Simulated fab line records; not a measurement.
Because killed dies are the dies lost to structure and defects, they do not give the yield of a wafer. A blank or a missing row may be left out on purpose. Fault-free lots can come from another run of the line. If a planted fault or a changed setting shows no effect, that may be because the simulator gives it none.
Problem report in the 8D (eight disciplines) form, filled by code    flow sfq line    the parts of the form that need people (team, actions taken, sign-off) are left out

== 1. THE PROBLEM ==
A mean of 690.4 W is read at SFQ_TRILAYER_I4_VIA_BARC_OPEN_VIA_ETCH_146 for rf fwd power W, taken on 1 wafer of 1 lot, against 493.9 W (standard deviation 2.1) on wafers free of any fault. That puts it +94 standard deviations away from the usual mean.
The step: etches BARC in O2, target depth 125 nm, time 41.7 s.
First observed at day 63 12:10: wafer L353.5, on rie diel-03. At this step, 15 wafers from 5 lots have a number in the record. By rule, "out" or "out of limits" means more than 4 standard deviations away from the usual mean. The other wafers with a number count as sound.

== 2. WHAT IT IS, WHAT IT ISN'T ==
question                     is                 is not
which readings at this step  rf fwd power W     drypump motor current A, oes product au
which lots                   L353               L347, L360, L361, L366
which wafers of those lots   L353.5             L353.4, L353.6
read on which tools          rie diel-03        rie diel-01
when                         from day 63 12:10  up to then (5 sound wafers); but 9 sound wafers of L360, L361, L366 came after

== 3. THE SUSPECTS, EACH WITH WHAT RULES IT OUT ==
Counting: any tool at a process step up to the reading remains a suspect provided it ran every lot that is out. Sound lots after the first of them don't rule it out here, since some wafers of a struck lot are sound.
- pecvd-02 at SFQ_TRILAYER_I4_DEP_PECVD_099 (deposits SiO2 from SiH4/N2O, time 111.11 s, target thk 500 nm): kept. It ran the lot that is out, L353 (day 57 11:11).
- cmp-01 at SFQ_TRILAYER_I4_CMP_CMP_100 (polishes SiO2): kept. It ran the lot that is out, L353 (day 57 12:14); its last sound lot up to then is L347 (day 54 16:16).
- film metro-04 at SFQ_TRILAYER_I4_METRO_MEASURE_101: kept. It ran the lot that is out, L353 (day 57 14:57).
- rie diel-03 at SFQ_TRILAYER_I4_VIA_BARC_OPEN_VIA_ETCH_146 (etches BARC in O2, target depth 125 nm, time 41.7 s): kept. It ran the lot that is out, L353 (day 63 12:10). Out on those wafers are its own readings of rf fwd power W.
- At SFQ_TRILAYER_I4_DEP_PECVD_099, inside pecvd-02: chamber 0 took the wafers that are out, while their sound lot-mates went through chambers 1, 2.
- At SFQ_TRILAYER_I4_CMP_CMP_100, inside cmp-01: chamber 3 took the wafers that are out, while their sound lot-mates went through chambers 0, 2.
- At SFQ_TRILAYER_I4_VIA_BARC_OPEN_VIA_ETCH_146, inside rie diel-03: chamber 1 took the wafers that are out, while their sound lot-mates went through chambers 0, 2.
Left after counting: pecvd-02 at SFQ_TRILAYER_I4_DEP_PECVD_099, cmp-01 at SFQ_TRILAYER_I4_CMP_CMP_100, film metro-04 at SFQ_TRILAYER_I4_METRO_MEASURE_101, rie diel-03 at SFQ_TRILAYER_I4_VIA_BARC_OPEN_VIA_ETCH_146.

== 4. THE CAUSE (what the simulator had put in) ==
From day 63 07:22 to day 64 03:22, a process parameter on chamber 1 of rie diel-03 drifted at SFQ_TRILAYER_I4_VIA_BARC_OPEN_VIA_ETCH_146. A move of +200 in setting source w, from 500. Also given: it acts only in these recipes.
Counting left 4 suspects, and this tool is among them.

== 5. SEQUENCE OF EFFECTS, ordered by route ==
Each row: a reading whose mean over the struck wafers that have a number lies more than 3 standard deviations from the usual. Only readings for which the record gives a usual standard deviation are gone through. hours: the time from each lot's start at the first step in this table that gives one to its start at this step, as a median over the lots. sigmas: the change in usual standard deviations.
hours  step                                        reading         usual    on struck wafers  change  sigmas
0      SFQ_TRILAYER_I4_VIA_BARC_OPEN_VIA_ETCH_146  rf fwd power W  493.9 W  690.4             +196.5  +94
The process steps in it:
- SFQ_TRILAYER_I4_VIA_BARC_OPEN_VIA_ETCH_146: etches BARC in O2, target depth 125 nm, time 41.7 s.

== 6. WHAT WOULD HAVE CAUGHT IT SOONER ==
In this record no reading fell out of limits until day 63 12:10, 5 hours after the fault had begun at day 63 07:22.
